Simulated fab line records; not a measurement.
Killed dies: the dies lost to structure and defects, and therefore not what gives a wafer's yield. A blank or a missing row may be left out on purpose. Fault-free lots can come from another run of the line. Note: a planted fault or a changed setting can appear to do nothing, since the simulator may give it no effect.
The tool behind it: which one? | flow gf180mcu | 72 wafers from 24 lots sampled at 4 of the route's 602 steps

== WHAT THE GAUGES SHOWED, per wafer ==
GF_V1_OVL_MEAS_15.
lot  | measured     | on         | V1_OVL (nm)
L074 | day 17 18:04 | overlay-01 | -3 8 8
L075 | day 17 23:32 | overlay-02 | -9 -8 -9
L076 | day 18 20:40 | overlay-02 | 4 1 -5
L077 | day 18 23:32 | overlay-02 | 3 -4 0
L078 | day 19 16:04 | overlay-01 | -5 1 1
L080 | day 20 07:22 | overlay-02 | -6 -4 -11
L079 | day 20 07:49 | overlay-01 | 0 0 5
L081 | day 21 01:34 | overlay-01 | -1 -14 -4
L082 | day 21 08:13 | overlay-01 | 2 1 -6
L083 | day 22 06:10 | overlay-01 | -1 1 2
L085 | day 22 08:44 | overlay-01 | 6 -5 8
L084 | day 22 14:25 | overlay-01 | 8 11 0
L086 | day 23 04:07 | overlay-01 | 9 -1 4
L087 | day 23 04:46 | overlay-01 | 12 8 8
L088 | day 23 16:22 | overlay-01 | -5 -1 -4
L089 | day 23 20:52 | overlay-02 | 1 -6 -10
L090 | day 24 08:22 | overlay-02 | -16 -7 -8
L092 | day 24 11:28 | overlay-01 | -2 -11 -14
L091 | day 24 13:22 | overlay-01 | -4 -7 -4
L093 | day 25 00:02 | overlay-02 | 3 4 4
L094 | day 25 08:31 | overlay-02 | -9 -12 -14
L095 | day 25 20:28 | overlay-01 | 3 5 -6
L096 | day 25 23:46 | overlay-01 | 1 -7 -8
L097 | day 26 09:52 | overlay-01 | -10 8 -2

GF_M3_THK_MEAS_06: measures by xrf.
lot  | measured     | on            | M3_ALCU_THK (nm)
L074 | day 19 22:38 | film metro-01 | 459 459 458
L075 | day 20 04:53 | film metro-01 | 456 466 459
L076 | day 21 02:08 | film metro-01 | 445 439 445
L077 | day 21 04:58 | film metro-04 | 441 438 442
L078 | day 21 19:33 | film metro-04 | 451 456 449
L080 | day 22 11:54 | film metro-04 | 448 444 443
L079 | day 22 12:49 | film metro-04 | 455 454 458
L081 | day 23 05:23 | film metro-01 | 466 465 464
L082 | day 23 11:30 | film metro-03 | 442 441 442
L083 | day 24 09:08 | film metro-03 | 449 445 448
L085 | day 24 10:44 | film metro-03 | 457 457 458
L084 | day 24 17:52 | film metro-03 | 439 443 446
L086 | day 25 06:41 | film metro-04 | 448 451 443
L087 | day 25 07:14 | film metro-04 | 458 456 456
L088 | day 25 17:09 | film metro-04 | 454 453 454
L089 | day 25 20:16 | film metro-01 | 452 457 454
L090 | day 26 07:42 | film metro-04 | 452 449 446
L092 | day 26 11:27 | film metro-01 | 459 458 458
L091 | day 26 13:10 | film metro-04 | 451 448 457
L093 | day 26 22:48 | film metro-01 | 469 467 471
L094 | day 27 06:16 | film metro-01 | 453 448 445
L095 | day 27 18:41 | film metro-04 | 441 446 438
L096 | day 27 21:16 | film metro-01 | 462 457 462
L097 | day 28 06:20 | film metro-04 | 450 453 454

GF_V3_THK_MEAS_03.
lot  | measured     | on            | V3_CVD_02_THK (nm)
L074 | day 20 23:33 | film metro-02 | 848 827 862
L075 | day 21 06:17 | film metro-02 | 844 851 853
L076 | day 22 02:30 | film metro-01 | 850 842 850
L077 | day 22 05:43 | film metro-01 | 859 871 852
L078 | day 22 19:58 | film metro-02 | 851 855 856
L080 | day 23 11:16 | film metro-01 | 859 858 865
L079 | day 23 12:14 | film metro-04 | 861 870 865
L081 | day 24 05:09 | film metro-04 | 849 827 851
L082 | day 24 11:06 | film metro-01 | 851 845 851
L083 | day 25 07:47 | film metro-02 | 861 881 862
L085 | day 25 09:22 | film metro-02 | 872 858 862
L084 | day 25 16:39 | film metro-04 | 864 862 867
L086 | day 26 04:17 | film metro-04 | 850 852 864
L087 | day 26 05:06 | film metro-04 | 864 867 875
L088 | day 26 14:38 | film metro-01 | 858 852 861
L089 | day 26 18:01 | film metro-02 | 851 861 864
L090 | day 27 04:25 | film metro-04 | 835 846 858
L092 | day 27 08:44 | film metro-04 | 829 846 854
L091 | day 27 10:29 | film metro-02 | 854 860 863
L093 | day 27 19:43 | film metro-04 | 845 861 877
L094 | day 28 03:02 | film metro-04 | 847 860 873
L095 | day 28 14:50 | film metro-02 | 847 874 864
L096 | day 28 17:30 | film metro-04 | 852 860 882
L097 | day 29 02:39 | film metro-04 | 852 853 859

GF_V3_CD_MEAS_14: the cd target is 260 nm.
lot  | measured     | on        | cd nm (nm)
L074 | day 21 23:31 | cd sem-02 | 260.1 261.0 261.1
L075 | day 22 05:52 | cd sem-01 | 261.0 259.8 259.8
L076 | day 23 01:50 | cd sem-01 | 259.0 259.1 257.9
L077 | day 23 05:42 | cd sem-01 | 259.5 260.3 260.7
L078 | day 23 18:50 | cd sem-01 | 259.3 259.5 259.3
L080 | day 24 10:26 | cd sem-02 | 257.9 258.4 258.7
L079 | day 24 11:33 | cd sem-01 | 262.0 261.5 262.1
L081 | day 25 03:35 | cd sem-01 | 261.7 261.2 260.0
L082 | day 25 09:11 | cd sem-01 | 258.4 259.2 259.3
L083 | day 26 05:25 | cd sem-01 | 260.8 260.6 259.9
L085 | day 26 06:13 | cd sem-01 | 258.9 258.9 258.0
L084 | day 26 14:13 | cd sem-01 | 260.9 260.2 261.1
L086 | day 27 01:38 | cd sem-01 | 258.4 259.0 258.7
L087 | day 27 02:07 | cd sem-02 | 258.6 258.6 260.0
L088 | day 27 10:50 | cd sem-01 | 261.4 261.7 260.7
L089 | day 27 14:08 | cd sem-01 | 260.5 259.5 258.6
L090 | day 28 00:25 | cd sem-02 | 257.4 258.3 258.0
L092 | day 28 05:11 | cd sem-01 | 260.0 259.6 259.1
L091 | day 28 06:26 | cd sem-02 | 261.1 259.1 259.4
L093 | day 28 15:09 | cd sem-01 | 258.0 257.7 258.6
L094 | day 28 22:58 | cd sem-02 | 258.7 257.9 258.7
L095 | day 29 09:49 | cd sem-01 | 259.0 259.5 259.6
L096 | day 29 13:10 | cd sem-02 | 259.0 258.1 258.0
L097 | day 29 21:44 | cd sem-01 | 259.3 259.8 259.4

== WHAT TOOL EACH LOT RAN ON (gives the tool, then ch and the chambers of the sampled wafers, and finally the start) ==
There is no process step in the record ahead of these readings.

== WHAT THE TOOLS THEMSELVES READ (means of the sampled wafers that have a number; where no wafer has one, the mark that the record gives instead) ==
The record holds no such reading with a usual standard deviation.

== THE ANSWER, worked out from the rows above alone ==
Rule: the usual values come from the lots themselves. Put in order of their means at a reading, lots are off if they are a third of the lots or fewer, leave a main group of 4 or more, and stand apart from it by a gap of 3 or more times the standard deviation of the main group's means; of several such gaps the widest counts. A main group whose means are all the same, to the digits that the tables above print for the reading, isn't used. Also off: a lot with no number at a reading for which 4 or more lots have one. Where the step has rows for the other lots, those lots are counted as sound. The gauges are gone through in route order, then the tools' own readings, and for those a lot's mean is taken as printed above. At the first step where some lot is off, the reading lying furthest off is the one used; lots without a number count as furthest.
None of the lots is off at any reading shown; this tells nothing.

== WHAT HAD BEEN PUT IN BY THE SIMULATOR ==
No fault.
